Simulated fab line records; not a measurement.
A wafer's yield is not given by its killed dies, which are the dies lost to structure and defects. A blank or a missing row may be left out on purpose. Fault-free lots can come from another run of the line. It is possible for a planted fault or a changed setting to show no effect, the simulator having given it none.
Code-filled problem report in 8D (eight disciplines) form + flow gf180mcu + the parts of the form that need people (team, actions taken, sign-off) are left out

1. WHAT IS WRONG
V3_CVD_00_THK at GF_V3_THK_MEAS_01 reads a mean of 287 nm on 1 wafer of 1 lot; wafers without a fault read 598 nm with a standard deviation of 7.1. That puts it -44 standard deviations away from the usual mean.
Earliest sighting: wafer L377.2 on film-metro-02 at day 28 13:05. Wafers with a number at this step in the record: 39, from 13 lots. By rule, "out" or "out of limits" means more than 4 standard deviations away from the usual mean. Any other wafer with a number is counted as sound.

2. WHAT IT IS; WHAT IT IS NOT
| question                    | is                | is not                                                                 |
|-----------------------------|-------------------|------------------------------------------------------------------------|
| which readings at this step | V3_CVD_00_THK     | -                                                                      |
| which lots                  | L377              | L355, L356, L357, L358, L360, L361, L362, L363, L364, L366, L367, L368 |
| which wafers of those lots  | L377.2            | L377.5, L377.6                                                         |
| read on which gauges        | film-metro-02     | film-metro-01, film-metro-03                                           |
| when                        | from day 28 13:05 | up to then (38 sound wafers)                                           |

3. WHAT RULES OUT EACH SUSPECT
Counting: if a tool at a process step up to the reading ran every lot that is out, it stays a suspect. Sound lots after the first of them don't rule it out here, since some wafers of a struck lot are sound.
- ruled out: the gauge at GF_V3_THK_MEAS_01. All the wafers that are out were read on film-metro-02, but those of them that GF_V3_CVD_00 has rows for are out there too, on other tools.
- pecvd-02 at GF_V2_CVD_02 (deposits SiO2 from TEOS, target thk 850 nm, time 94.851 s): kept. The lot that is out, L377, ran on it at day 26 17:33; the last sound lot it ran before that was L368, at day 23 20:47.
- hdpcvd-02 at GF_V3_CVD_00 (deposits SiO2, target thk 600 nm, time 100 s): kept. The lot that is out, L377, ran on it at day 28 13:00; the last sound lot it ran before that was L366, at day 25 07:35. On those wafers its own readings are out: sih4-flow-sccm.
- At GF_V3_CVD_00, inside hdpcvd-02: chamber 0 took the wafers that are out, while their sound lot-mates went through chambers 1, 2.
The count leaves hdpcvd-02 at GF_V3_CVD_00 and pecvd-02 at GF_V2_CVD_02.

4. THE CAUSE (what the simulator had put in)
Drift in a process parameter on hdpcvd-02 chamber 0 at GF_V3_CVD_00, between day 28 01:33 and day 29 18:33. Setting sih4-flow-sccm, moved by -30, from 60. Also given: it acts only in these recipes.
2 suspects survive the count, and this tool is in that group.

5. THE CHAIN OF EFFECTS, in route order
One row per reading whose mean, taken over the struck wafers that have a number, lies over 3 standard deviations from the usual. Readings are gone through only where the record gives a usual standard deviation; hours: the median, over the lots, of the time from a lot's start at the first step in this table giving one to that lot's start at this step; sigmas: the change measured in usual standard deviations.
| hours | step              | reading        | usual      | on struck wafers | change | sigmas      |
|-------|-------------------|----------------|------------|------------------|--------|-------------|
| 0     | GF_V3_CVD_00      | sih4-flow-sccm | 60.01 sccm | 30.20            | -29.81 | -99 or more |
| 0     | GF_V3_THK_MEAS_01 | V3_CVD_00_THK  | 598 nm     | 287              | -311   | -44         |
Process steps it contains:
- GF_V3_CVD_00: deposits SiO2, target thk 600 nm, time 100 s.

6. HOW IT WOULD HAVE BEEN CAUGHT EARLIER
Counted from the fault's start at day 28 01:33, it took 12 hours until the first out-of-limits reading at a measuring or inspecting step in this record, taken at day 28 13:05.
Tool's own readings at GF_V3_CVD_00, sih4-flow-sccm: out on all struck wafers the step has rows for; an alarm limit on them would have tripped on the first.
All the lots that are out (1) had begun GF_V3_CVD_00 on hdpcvd-02 by day 28 13:05. Had the tool been put on hold then, not one of them would have been saved.
